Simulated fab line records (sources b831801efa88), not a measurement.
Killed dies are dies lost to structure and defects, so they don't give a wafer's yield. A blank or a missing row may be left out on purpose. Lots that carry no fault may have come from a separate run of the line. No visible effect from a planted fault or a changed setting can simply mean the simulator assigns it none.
One fault seen from 2 desks	flow gf180mcu	only its own numbers are on each desk; what lay behind them is given at the end

== FROM THE METROLOGY DESK ==
What the gauges read for every lot (on any tool): the sampled wafers with a number, averaged. The brackets show how far a lot's mean lies from the usual mean; more than 4 standard deviations puts the lot out of limits, marked OUT.
Columns: A = cd-nm at GF_POLY_GATE_CD_MEAS_10, usual 279.7 nm; B = cd-nm at GF_HV_LDD_CD_MEAS_31, usual 399.4 nm; C = HV_LDD_3_TW at GF_HV_LDD_TW_MEAS_38, usual 1440; D = HV_LDD_RS at GF_HV_LDD_RS_MEAS_53, usual 428.6 ohm/sq
lot	first seen here	A	B	C	D
L816	day 9 15:43	278.8	399.1	1434	428.0
L817	day 10 02:55	278.3	398.8	1429	428.8
L818	day 10 08:14	280.3	398.7	1449	428.6
L820	day 10 23:33	279.4	397.4	1432	428.9
L821	day 11 02:51	279.2	399.1	1430	428.3
L822	day 11 09:47	277.9	401.3	1426	429.0
L823	day 11 16:01	278.4	399.0	1342 (-8.9) OUT	450.1 (+27) OUT
L825	day 12 09:52	280.2	399.0	1342 (-8.9) OUT	448.5 (+25) OUT
L828	day 13 08:47	279.3	399.6	1444	428.5
L835	day 15 08:50	281.3	401.3	1432	430.2
L836	day 16 06:40	279.7	398.2	1442	428.3
L837	day 16 09:46	278.2	399.6	1447	428.4
Per this desk, out of limits: L823, L825; the first was L823, day 14 06:13 (HV_LDD_3_TW at GF_HV_LDD_TW_MEAS_38). L816, L817, L818, L820, L821, L822, L828, L835, L836, L837: within limits.

== THE TOOL OWNER'S DESK: implanter-04 ==
The tool's own readings at GF_HV_LDD_IMPLANT_33, given as means over the sampled wafers that have a number, one for each lot that went through this tool. The brackets show how far a lot's mean lies from the usual mean; more than 4 standard deviations puts the lot out of limits, marked OUT.
Columns: A = dose-ions-cm2 at GF_HV_LDD_IMPLANT_33, usual 7.5e+12; B = faraday-current-uA at GF_HV_LDD_IMPLANT_33, usual 42.2; C = rotation-deg at GF_HV_LDD_IMPLANT_33, usual 0.002 degrees
lot	first seen here	A	B	C
L817	day 12 14:54	7.5e+12	41.5	-0.004
L820	day 13 12:33	7.5e+12	43.1	-0.015
L821	day 13 14:44	7.5e+12	42.9	0.016
L823	day 14 05:31	7.6e+11 (-99 or more) OUT	4.3 (-44) OUT	-0.011
L825	day 15 01:10	7.6e+11 (-99 or more) OUT	4.2 (-44) OUT	0.016
L835	day 18 07:49	7.5e+12	42.2	0.006
L836	day 19 05:43	7.5e+12	43.6	-0.034
L837	day 19 09:34	7.5e+12	42.5	0.003
Finding of this desk: L823, L825 out of limits; the first was L823 at day 14 05:31, on dose-ions-cm2 at GF_HV_LDD_IMPLANT_33. L817, L820, L821, L835, L836, L837: within limits.

== TAKEN TOGETHER ==
The tool owner's desk could have raised an alarm at day 14 05:31, on L823, L825.
On L823, L825, the metrology desk was in a position to raise an alarm at day 14 06:13.
Of the lots named, all ran GF_HV_LDD_IMPLANT_33 on implanter-04.

== WHAT THE SIMULATOR HAD INSERTED ==
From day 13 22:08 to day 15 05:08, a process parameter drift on implanter-04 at GF_HV_LDD_IMPLANT_33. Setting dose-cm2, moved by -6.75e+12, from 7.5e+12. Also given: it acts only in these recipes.
Shown lots that were struck: L823, L825.
Counting hours from when the fault started, the first reading out of limits came at 7 for the tool owner's desk and at 8 for the metrology desk.
